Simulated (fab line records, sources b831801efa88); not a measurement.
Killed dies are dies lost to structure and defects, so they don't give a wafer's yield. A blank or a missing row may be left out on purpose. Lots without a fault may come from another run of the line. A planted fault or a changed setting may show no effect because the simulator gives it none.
Which tool did it? | flow sky130 | 14 lots, 42 wafers sampled, at 4 steps of a route of 708

WHAT THE GAUGES READ, wafer by wafer
SKY_FIELD_ISO_THK_MEAS_23.
lot  | measured    | on            | FIELD_ISO_OXIDATION_01_THK (nm)
L872 | day 2 09:01 | film_metro-02 | 9.70 10.01 9.88
L873 | day 2 12:10 | film_metro-02 | 9.89 9.99 9.97
L874 | day 2 18:53 | film_metro-01 | 10.04 10.15 10.10
L875 | day 2 23:04 | film_metro-02 | 9.89 10.08 10.01
L876 | day 3 04:49 | film_metro-01 | 9.98 10.09 9.94
L877 | day 3 11:46 | film_metro-01 | 10.18 9.74 9.98
L878 | day 3 15:52 | film_metro-01 | 9.87 9.84 9.96
L879 | day 3 20:28 | film_metro-01 | 10.05 9.94 9.92
L881 | day 4 09:14 | film_metro-04 | 9.82 9.76 9.77
L883 | day 4 16:15 | film_metro-04 | 10.07 9.92 10.04
L884 | day 4 20:13 | film_metro-04 | 10.03 10.22 10.08
L886 | day 5 11:57 | film_metro-04 | 10.34 10.22 10.25
L888 | day 5 19:29 | film_metro-01 | 9.71 9.67 9.75
L892 | day 6 14:31 | film_metro-01 | 10.18 10.05 9.94

SKY_PWDE_OVL_MEAS_07.
lot  | measured    | on         | PWDE_OVL (nm)
L872 | day 3 22:20 | overlay-01 | -0.9 -1.4 -0.5
L873 | day 4 02:19 | overlay-01 | -0.7 -1.6 -1.5
L874 | day 4 11:17 | overlay-01 | 0.2 -0.2 0.4
L875 | day 4 12:50 | overlay-01 | 0.4 0.0 -1.2
L876 | day 4 19:59 | overlay-01 | 1.9 -0.1 -0.1
L877 | day 5 00:35 | overlay-02 | 0.1 0.9 0.6
L878 | day 5 05:41 | overlay-01 | 0.4 1.0 1.1
L879 | day 5 12:38 | overlay-01 | 1.5 2.3 0.9
L881 | day 6 09:43 | overlay-01 | -1.3 -2.0 -2.6
L883 | day 6 10:20 | overlay-01 | 0.8 1.1 2.3
L884 | day 6 14:20 | overlay-01 | -1.6 -1.3 -1.4
L886 | day 7 06:35 | overlay-01 | 0.9 -0.4 0.7
L888 | day 7 14:17 | overlay-01 | 1.5 0.5 -0.3
L892 | day 8 13:50 | overlay-02 | 0.2 -2.0 0.7

SKY_NWELL_OVL_MEAS_10.
lot  | measured    | on         | NWELL_00_OVL (nm)
L872 | day 4 14:58 | overlay-02 | -2.0 -1.7 -1.0
L873 | day 4 18:43 | overlay-02 | -0.8 0.1 -1.2
L874 | day 5 04:03 | overlay-02 | -1.8 -0.5 -0.8
L875 | day 5 05:46 | overlay-02 | 2.2 0.2 2.3
L876 | day 5 13:50 | overlay-02 | -0.6 -0.4 2.0
L877 | day 5 18:17 | overlay-01 | 0.2 -2.1 0.9
L878 | day 6 00:32 | overlay-01 | -2.9 -0.8 -1.2
L879 | day 6 07:38 | overlay-01 | 0.3 0.6 0.6
L881 | day 7 05:19 | overlay-01 | -0.5 -1.6 -1.1
L883 | day 7 05:41 | overlay-02 | -1.3 -1.1 0.2
L884 | day 7 08:49 | overlay-02 | -3.3 -3.0 -1.8
L886 | day 8 03:11 | overlay-01 | -0.1 -1.0 -1.4
L888 | day 8 10:40 | overlay-02 | 1.1 1.1 -0.5
L892 | day 9 11:16 | overlay-01 | 1.3 -1.5 -0.7

WHICH TOOL RAN EACH LOT (tool, then ch and the chambers of the sampled wafers, then the start)
lot  | SKY_FIELD_ISO_CMP_27
L872 | cmp-02 ch 1,2,3, day 2 12:01
L873 | cmp-01 ch 1,2, day 2 14:53
L874 | cmp-02 ch 0,1,2, day 2 21:59
L875 | cmp-01 ch 1,2,3, day 3 02:55
L876 | cmp-02 ch 0,2,3, day 3 07:38
L877 | cmp-02 ch 0,2,3, day 3 13:27
L878 | cmp-01 ch 0,1,3, day 3 17:34
L879 | cmp-01 ch 0,1,3, day 3 22:13
L881 | cmp-02 ch 0,2,3, day 4 17:32
L883 | cmp-02 ch 0,1,2, day 4 19:02
L884 | cmp-02 ch 0,2, day 4 21:57
L886 | cmp-02 ch 1,2, day 5 13:37
L888 | cmp-01 ch 0,2,3, day 5 21:37
L892 | cmp-01 ch 0,3, day 6 18:02
- SKY_FIELD_ISO_CMP_27: polishes, stops on Si3N4, t overpolish 16 s, target thk 457.8 nm.

WHAT THE TOOLS THEMSELVES READ (means of the sampled wafers that have a number; where no wafer has one, the mark that the record gives instead)
SKY_FIELD_ISO_CMP_27.
lot  | tool   | head_pressure_psi (psi) | motor_current_A (A) | overpolish_run_s (s) | time_to_endpoint_s (s)
L872 | cmp-02 | 4.006                   | 11.8                | 15.997               | 110
L873 | cmp-01 | 4.002                   | 12.1                | 15.999               | 116
L874 | cmp-02 | 3.999                   | 12.9                | 15.998               | 109
L875 | cmp-01 | 4.005                   | 11.5                | 15.998               | 118
L876 | cmp-02 | 4.001                   | 12.1                | 16.000               | 108
L877 | cmp-02 | 3.988                   | 12.2                | 16.003               | 110
L878 | cmp-01 | 3.993                   | 12.6                | 15.998               | 117
L879 | cmp-01 | 3.987                   | 12.9                | 15.993               | 118
L881 | cmp-02 | 4.007                   | 12.7                | 16.005               | 113
L883 | cmp-02 | 3.992                   | 13.0                | 15.998               | 93
L884 | cmp-02 | 3.994                   | 12.2                | 16.005               | 78
L886 | cmp-02 | 3.996                   | 11.6                | 15.996               | 83
L888 | cmp-01 | 3.992                   | 13.3                | 15.999               | 108
L892 | cmp-01 | 3.995                   | 14.3                | 16.000               | 107

THE ANSWER, worked out from the rows above alone
Rule: what is usual is taken from the lots themselves. Put in order of their means at a reading, lots are off if they are a third of the lots or fewer, leave a main group of 4 or more, and stand apart from it by a gap of 3 or more times the standard deviation of the main group's means; of several such gaps the widest counts. A main group whose means are all the same, to the digits that the tables above print for the reading, isn't used. A lot without any number at a reading at which 4 lots or more have one is off too. The other lots that the step has rows for count as sound. The gauges are gone through in route order, then the tools' own readings, and for those a lot's mean is taken as printed above. The first step at which some lot is off is used, and at that step the reading that is off furthest; a lot without a number counts as furthest.
Off: L883, L884, L886, at SKY_FIELD_ISO_CMP_27 (time_to_endpoint_s). The main group: mean 112 s, standard deviation 4.1.
A tool fits if, at that step or a process step before it, it ran every lot that is off, and no sound lot after the first of them. One fits: cmp-02 at SKY_FIELD_ISO_CMP_27. Its last sound lot is L881 (day 4 17:32), its first lot that is off L883 (day 4 19:02): a fault that began between those two fits.
The tool's own readings at SKY_FIELD_ISO_CMP_27 bear it out: on the lots that are off they differ by more than 5 times the standard deviation of the sound lots' means. time_to_endpoint_s reads 85 s there against 112 s on the sound lots.

WHAT THE SIMULATOR HAD PUT IN
Process parameter drift: cmp-02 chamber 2, from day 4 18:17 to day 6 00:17, at SKY_FIELD_ISO_CMP_27. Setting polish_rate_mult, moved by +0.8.
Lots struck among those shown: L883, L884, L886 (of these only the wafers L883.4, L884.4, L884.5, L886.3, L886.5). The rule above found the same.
